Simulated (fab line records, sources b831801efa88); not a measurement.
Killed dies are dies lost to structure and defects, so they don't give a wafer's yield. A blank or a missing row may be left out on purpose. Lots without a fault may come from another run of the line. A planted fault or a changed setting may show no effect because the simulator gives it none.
A struck lot beside a sound one | flow sky130 | 15 steps out of a route of 708
Sound: wafers L179.2, L179.3, L179.4. Struck: wafers L192.1, L192.2, L192.3. The cause comes at the end.
At each step with rows: each side's tool, then ch and its chambers, then its first start. Under that, the readings that differ: sound wafers | struck wafers | difference of the means | sigmas: that difference in standard deviations of wafers without a fault.
alike: readings whose means differ by less than 2 such deviations, and words and numbers that are the same on both sides. not compared: withheld readings, readings that some wafer has no value for, bounds like >300 that may hide the same value, and numbers for which the record gives no deviation and whose values overlap.
The two part at a step that has a row with sigmas, a row that says differs or no value, or rows on one side only. Numbers that don't overlap but have no deviation are shown without sigmas and don't part them. A reading that every wafer of one side lacks parts them only if that side has two wafers or more.

first, 1 step without rows for these wafers: SKY_VIA2_SPUTTER_20 (material TiN, target thk 20 nm, time 80 s).
SKY_VIA2_CVD_21: deposits W, target thk 420 nm, time 126.4 s.
  sound on cvd_w-01 ch 0,1, day 37 20:38; struck on cvd_w-01 ch 0,1, day 41 18:02
  alike: heater_power_w
SKY_VIA2_RS_MEAS_22: measures by four-point-probe.
  sound on film_metro-04, day 37 20:47; struck on film_metro-02, day 41 18:10
  alike: VIA2_W_RS
SKY_VIA2_THK_MEAS_23: measures by xrf.
  sound on film_metro-04, day 37 20:54; struck on film_metro-02, day 41 18:17
  alike: VIA2_W_THK
SKY_VIA2_CMP_24: polishes, stops on SiO2, t overpolish 20 s, target thk 0 nm.
  sound on cmp-02 ch 0,1,3, day 37 20:57; struck on cmp-02 ch 0,1,2, day 41 18:21
  alike: motor_current_A, overpolish_run_s, time_to_endpoint_s
SKY_METAL3_SPUTTER_00: material Ti, target thk 15 nm, time 10 s.
  sound on pvd_sputter-04, day 37 21:15; struck on pvd_sputter-04, day 41 18:39
  alike: cathode_dc_power_W, throttle_valve_pct
then, 1 step without rows for these wafers: SKY_METAL3_SPUTTER_01 (material TiN, target thk 20 nm, time 16.7 s).
SKY_METAL3_SPUTTER_02: material AlCu, target thk 735 nm, time 39.1 s.
  sound on pvd_sputter-04, day 37 21:17; struck on pvd_sputter-04, day 41 18:42
  alike: cathode_dc_power_W, throttle_valve_pct
SKY_METAL3_SPUTTER_03: material Ti, target thk 5 nm, time 3.3 s.
  sound on pvd_sputter-04, day 37 21:20; struck on pvd_sputter-04, day 41 18:44
  reading                | sound                | struck               | difference | sigmas
  cathode_dc_power_W (W) | 2999.9 2999.1 2999.0 | 3000.8 3000.2 3000.6 | +1.2       | +2
  alike: throttle_valve_pct
then, 2 steps without rows for these wafers: SKY_METAL3_SPUTTER_04 (material TiN, target thk 70 nm, time 58.3 s); SKY_CAPM_CVD_00 (deposits SiO2, target thk 15.5 nm).
SKY_CAPM_THK_MEAS_01:
  sound on film_metro-02, day 37 21:26; struck on film_metro-01, day 41 18:50
  alike: CAPM_CVD_00_THK
SKY_CAPM_SPUTTER_02: material TiN, target thk 200 nm, time 166.7 s.
  sound on pvd_sputter-01, day 37 21:29; struck on pvd_sputter-01, day 41 18:53
  reading                | sound                | struck               | difference | sigmas
  cathode_dc_power_W (W) | 6498.1 6496.4 6500.0 | 6361.8 6362.9 6361.0 | -136.3     | -99 or more
  alike: throttle_valve_pct
SKY_CAPM_RS_MEAS_03: measures by four-point-probe.
  sound on film_metro-01, day 37 21:37; struck on film_metro-02, day 41 19:00
  alike: CAPM_TIN_RS
-- the record jumps here: 8 days lie between the struck wafers' starts before and after (it left off in module CAPM and takes up again in module PAD_OPEN, whose first step shown is number 708 of the route) --
SKY_PAD_OPEN_PROBE_99:
  sound on prober-02, day 47 01:33; struck on prober-01, day 50 00:29
  alike: defect_limited_yield, killed_at_M0_to_M3, killed_at_M4_up, killed_at_contacts, killed_at_front_end, killed_at_other, killed_dies, killed_open, killed_short, sort_bin_3_pad_short, sort_bin_5_function, sort_bin_6_memory, sort_n_pass, sort_yield_pct

WHERE THEY PART
First at SKY_METAL3_SPUTTER_03; last, within this record, at SKY_CAPM_SPUTTER_02. Later steps at which nothing parts them and some readings are alike: SKY_CAPM_RS_MEAS_03, SKY_PAD_OPEN_PROBE_99.

WHY: what the simulator had put in
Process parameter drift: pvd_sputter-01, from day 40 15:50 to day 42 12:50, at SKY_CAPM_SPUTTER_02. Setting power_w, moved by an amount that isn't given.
